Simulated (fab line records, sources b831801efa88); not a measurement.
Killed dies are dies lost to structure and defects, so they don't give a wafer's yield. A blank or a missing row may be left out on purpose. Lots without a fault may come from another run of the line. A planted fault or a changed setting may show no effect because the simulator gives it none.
A struck lot beside a sound one | flow sfq_line | 32 steps out of a route of 325
Sound: wafers L944.2, L944.4, L944.5. Struck: wafers L961.3, L961.4, L961.6. The cause comes at the end.
At each step with rows: each side's tool, then ch and its chambers, then its first start. Under that, the readings that differ: sound wafers | struck wafers | difference of the means | sigmas: that difference in standard deviations of wafers without a fault.
alike: readings whose means differ by less than 2 such deviations, and words and numbers that are the same on both sides. not compared: withheld readings, readings that some wafer has no value for, bounds like >300 that may hide the same value, and numbers for which the record gives no deviation and whose values overlap.
The two part at a step that has a row with sigmas, a row that says differs or no value, or rows on one side only. Numbers that don't overlap but have no deviation are shown without sigmas and don't part them. A reading that every wafer of one side lacks parts them only if that side has two wafers or more.

SFQ_INCOMING_BOW_MEAS_900:
  sound on film_metro-01, day 1 20:01; struck on film_metro-02, day 5 09:02
  reading           | sound     | struck | difference | sigmas
  INCOMING_BOW (um) | -5 -12 -4 | 7 4 6  | +13        | +2
then, 1 step without rows for these wafers: SFQ_TRILAYER_INCOMING_OXIDATION_002 (target thk 500 nm, ox time 4939 s).
SFQ_TRILAYER_L0_DEP_SPUTTER_003: material MoNx KI, target thk 40 nm, time 100 s.
  sound on pvd_sputter-03, day 1 22:29; struck on pvd_sputter-04, day 5 11:29
  reading                                                  | sound                | struck               | difference | sigmas
  cathode_dc_power_W (W)                                   | 799.93 800.14 799.96 | 765.12 765.24 765.49 | -34.73     | -99 or more
  model.MoNx_KI_of_TRILAYER_L0_DEP_SPUTTER_003.thk_nm (nm) | 39.75 40.05 40.02    | 38.46 36.94 37.14    | -2.43      |
  alike: throttle_valve_pct
SFQ_L0_RS_MEAS_901: measures by four-point-probe.
  sound on film_metro-04, day 1 22:35; struck on film_metro-02, day 5 11:36
  reading                | sound          | struck         | difference | sigmas
  L0_MONX_KI_RS (ohm/sq) | 43.8 43.5 43.6 | 45.3 47.0 46.9 | +2.8       | +4
SFQ_L0_THK_MEAS_902: measures by xrf.
  sound on film_metro-04, day 1 22:41; struck on film_metro-02, day 5 11:42
  reading             | sound          | struck         | difference | sigmas
  L0_MONX_KI_THK (nm) | 40.5 40.8 41.0 | 38.9 37.5 37.7 | -2.7       | -5
then, 6 steps without rows for these wafers: SFQ_TRILAYER_L0_LITHO_COAT_010 (resist thk 62 nm); SFQ_TRILAYER_L0_LITHO_COAT_005 (resist thk 600 nm); SFQ_TRILAYER_L0_LITHO_SOFTBAKE_009; SFQ_TRILAYER_L0_LITHO_EXPOSE_006 (exposes mask L0, target cd 2000 nm); SFQ_TRILAYER_L0_LITHO_PEB_008 (peb time 60 s); SFQ_TRILAYER_L0_LITHO_DEVELOP_007 (time 60 s).
-- the record jumps here: 2 days lie between the struck wafers' starts before and after --
SFQ_TRILAYER_L0_BARC_OPEN_METAL_ETCH_010: etches BARC in O2, target depth 125 nm, time 41.7 s.
  sound on rie_metal-03 ch 0,1, day 3 16:02; struck on rie_metal-04 ch 0, day 7 16:37
  alike: drypump_motor_current_A, oes_product_au
  not compared: rf_hours_counter_h
SFQ_TRILAYER_L0_ETCH_METAL_ETCH_008: etches MoNx KI in SF6/O2, stops on SiO2, target depth 50 nm, time 25 s.
  sound on rie_metal-03 ch 0,1, day 3 16:06; struck on rie_metal-04 ch 0, day 7 16:44
  reading                        | sound             | struck            | difference | sigmas
  oes_product_au (a.u.)          | 0.867 0.873 0.877 | 0.857 0.827 0.840 | -0.031     | -4
  model.etch.depth_nm (nm)       | 39.75 40.05 40.02 | 38.46 36.94 37.14 | -2.43      |
  model.L0.feature_depth_nm (nm) | 39.75 40.05 40.02 | 38.46 36.94 37.14 | -2.43      |
  alike: drypump_motor_current_A
  not compared: rf_hours_counter_h
SFQ_TRILAYER_L0_STRIP_STRIP_009: strips in O2.
  sound on rie_metal-03 ch 0,1, day 3 16:09; struck on rie_metal-04 ch 0, day 7 17:11
  alike: drypump_motor_current_A, oes_product_au
  not compared: rf_hours_counter_h
then, 1 step without rows for these wafers: SFQ_TRILAYER_L0_STRIP_SOLV_CLEAN_010 (cleans in NMP, time 600 s).
SFQ_TRILAYER_L0_CAP_PECVD_011: deposits SiO2 from SiH4/N2O, time 13.333 s, target thk 60 nm.
  sound on pecvd-02 ch 0,1,2, day 3 17:06; struck on pecvd-01 ch 0,1,2, day 7 18:10
  alike: chamber_pressure_Torr, heater_power_w, showerhead_vpp_V, throttle_valve_pct
then, 6 steps without rows for these wafers: SFQ_TRILAYER_L0_VIA_LITHO_COAT_018 (resist thk 62 nm); SFQ_TRILAYER_L0_VIA_LITHO_COAT_013 (resist thk 650 nm); SFQ_TRILAYER_L0_VIA_LITHO_SOFTBAKE_017; SFQ_TRILAYER_L0_VIA_LITHO_EXPOSE_014 (exposes mask L0V, target cd 700 nm); SFQ_TRILAYER_L0_VIA_LITHO_PEB_016 (peb time 60 s); SFQ_TRILAYER_L0_VIA_LITHO_DEVELOP_015 (time 60 s).
-- the record jumps here: 2 days lie between the struck wafers' starts before and after --
SFQ_L0V_OVL_MEAS_903:
  sound on overlay-01, day 5 21:56; struck on overlay-01, day 10 00:59
  alike: L0V_OVL
then, 1 step without rows for these wafers: SFQ_TRILAYER_L0_VIA_BARC_OPEN_VIA_ETCH_021 (etches BARC in O2, target depth 125 nm, time 41.7 s).
SFQ_TRILAYER_L0_VIA_ETCH_VIA_ETCH_016: etches SiO2 in CHF3, stops on MoNx KI, target depth 80 nm.
  sound on rie_diel-03 ch 0,1,3, day 5 22:01; struck on rie_diel-04 ch 1,3, day 10 01:03
  alike: drypump_motor_current_A, oes_product_au
then, 3 steps without rows for these wafers: SFQ_TRILAYER_L0_VIA_STRIP_STRIP_017 (strips in O2); SFQ_TRILAYER_L0_VIA_STRIP_SOLV_CLEAN_018 (cleans in NMP, time 600 s); SFQ_TRILAYER_M0_DEP_PRE_CLEAN_020 (time 15 s).
SFQ_TRILAYER_M0_DEP_SPUTTER_019: material Nb, target thk 200 nm, time 133.3 s.
  sound on pvd_sputter-03, day 5 23:38; struck on pvd_sputter-03, day 10 02:31
  alike: cathode_dc_power_W, throttle_valve_pct
SFQ_M0_RS_MEAS_904: measures by four-point-probe.
  sound on film_metro-01, day 5 23:44; struck on film_metro-03, day 10 02:39
  alike: M0_NB_RS
then, 1 step without rows for these wafers: SFQ_TRILAYER_M0_LITHO_COAT_026 (resist thk 62 nm).
-- the record jumps here: 67 days lie between the struck wafers' starts before and after --
SFQ_M8_BOW_MEAS_951:
  sound on film_metro-04, day 70 13:26; struck on film_metro-04, day 77 05:55
  reading                  | sound             | struck            | difference | sigmas
  M8_BOW (um)              | -14 -22 -13       | 19 18 18          | +35        | +3
  model.etest.l0v.link_ohm | 44.64 44.32 44.34 | 46.11 47.97 47.72 | +2.83      |
  model.etest.l0.ohm_sq    | 43.73 43.4 43.43  | 45.19 47.05 46.8  | +2.83      |
  model.etest.l0.ohm_um    | 21.87 21.72 21.71 | 22.62 23.55 23.43 | +1.43      |

WHERE THEY PART
First at SFQ_INCOMING_BOW_MEAS_900; last, within this record, at SFQ_M8_BOW_MEAS_951.

WHY: what the simulator had put in
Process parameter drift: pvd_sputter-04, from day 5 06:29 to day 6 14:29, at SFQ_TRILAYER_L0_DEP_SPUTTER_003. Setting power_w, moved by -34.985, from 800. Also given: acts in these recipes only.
